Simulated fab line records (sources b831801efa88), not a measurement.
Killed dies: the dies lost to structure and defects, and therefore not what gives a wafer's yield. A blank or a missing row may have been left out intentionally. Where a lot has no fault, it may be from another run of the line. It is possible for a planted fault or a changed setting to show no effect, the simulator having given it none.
A lot that was struck, set against a sound lot || flow sky130 || 15 steps out of a route of 708
Sound: wafers L577.1, L577.4, L577.6. Wafers L584.2, L584.3, L584.6 were the ones struck. The cause is named last.
Each step with rows lists, per side, the tool, then ch with its chambers, then its first start. Under that, the readings that differ: sound wafers || struck wafers || difference of the means || sigmas: that difference in standard deviations of wafers without a fault.
alike: same words and numbers on both sides, and readings whose means sit less than 2 such deviations apart. not compared: any withheld reading, any reading some wafer has no value for, any bound like >300 that may hide the same value, and any number with overlapping values for which the record gives no deviation.
Wherever a step has rows on one side only, a row that says differs or no value, or a row with sigmas, the two part there. Numbers that have no deviation but don't overlap get no sigmas and don't part them. A reading that every wafer of one side lacks parts them only if that side has two wafers or more.

SKY_METAL2_THK_MEAS_06: measures by xrf.
  sound: film-metro-02 at day 35 23:07; struck: film-metro-03 at day 38 07:21
{"reading": "METAL2_ALCU_THK (nm)", "sound": "242.5 242.5 243.5", "struck": "249.9 246.9 249.8", "difference": "+6.0", "sigmas": "+2"}
then, 8 steps without rows for these wafers: SKY_METAL2_DEHYDRATE_07 (time 60 s); SKY_METAL2_HMDS_08 (prime time 60 s); SKY_METAL2_COAT_09 (resist thk 60 nm); SKY_METAL2_COAT_10 (resist thk 450 nm); SKY_METAL2_SOFTBAKE_11 (time 90 s); SKY_METAL2_EXPOSE_12 (exposes mask MM2, target cd 140 nm); SKY_METAL2_PEB_13; SKY_METAL2_DEVELOP_14 (develop time 60 s).
SKY_METAL2_CD_MEAS_15: target cd 140 nm.
  sound: cd-sem-01 at day 37 01:08; struck: cd-sem-01 at day 39 08:53
  alike: cd-nm
SKY_METAL2_OVL_MEAS_16:
  sound: overlay-02 at day 37 01:15; struck: overlay-02 at day 39 09:00
  alike: METAL2_OVL
SKY_METAL2_DESCUM_17: chemistry O2, time 8 s.
  sound on rie-metal-01 ch 0,1, day 37 01:17; struck on rie-metal-01 ch 0,1, day 39 09:02
  alike: drypump-motor-current-A, oes-product-au, temp-c
  not compared: rf-hours-counter-h
SKY_METAL2_ETCH_18: etches BARC in N2/H2, stops on SiO2, time 45.9 s, target depth 60 nm.
  sound on rie-metal-01 ch 0,1, day 37 01:19; struck on rie-metal-01 ch 0,1, day 39 09:04
{"reading": "bias-w (W)", "sound": "99.61 99.85 100.21", "struck": "94.30 94.22 93.79", "difference": -5.79, "sigmas": -21}
  alike: drypump-motor-current-A, oes-product-au, throttle-valve-pct
  not compared: rf-hours-counter-h
SKY_METAL2_METAL_ETCH_19: etches the open film in Cl2/BCl3, stops on SiO2, target depth 360 nm, time 78 s.
  sound on rie-metal-01 ch 0,1, day 37 01:23; struck on rie-metal-01 ch 0,1, day 39 09:07
  alike: bias-w, drypump-motor-current-A, oes-product-au, throttle-valve-pct
  not compared: rf-hours-counter-h
-- the record jumps here: 10 days lie between the struck wafers' starts before and after (it left off in module METAL2 and takes up again in module PAD_OPEN, whose first step shown is number 708 of the route) --
SKY_PAD_OPEN_PROBE_99:
  sound: prober-01 at day 47 12:34; struck: prober-01 at day 49 04:56
  alike: defect-limited-yield, killed_at_M0_to_M3, killed_at_M4_up, killed-at-contacts, killed-at-front-end, killed-at-other, killed-dies, killed-open, killed-short, sort_bin_3_pad_short, sort_bin_5_function, sort_bin_6_memory, sort-n-pass, sort-yield-pct

WHERE THEY PART
At SKY_METAL2_THK_MEAS_06 first; at SKY_METAL2_ETCH_18 last (within this record only). Later steps at which nothing parts them and some readings are alike: SKY_METAL2_METAL_ETCH_19, SKY_PAD_OPEN_PROBE_99.

WHY: whatever the simulator had introduced
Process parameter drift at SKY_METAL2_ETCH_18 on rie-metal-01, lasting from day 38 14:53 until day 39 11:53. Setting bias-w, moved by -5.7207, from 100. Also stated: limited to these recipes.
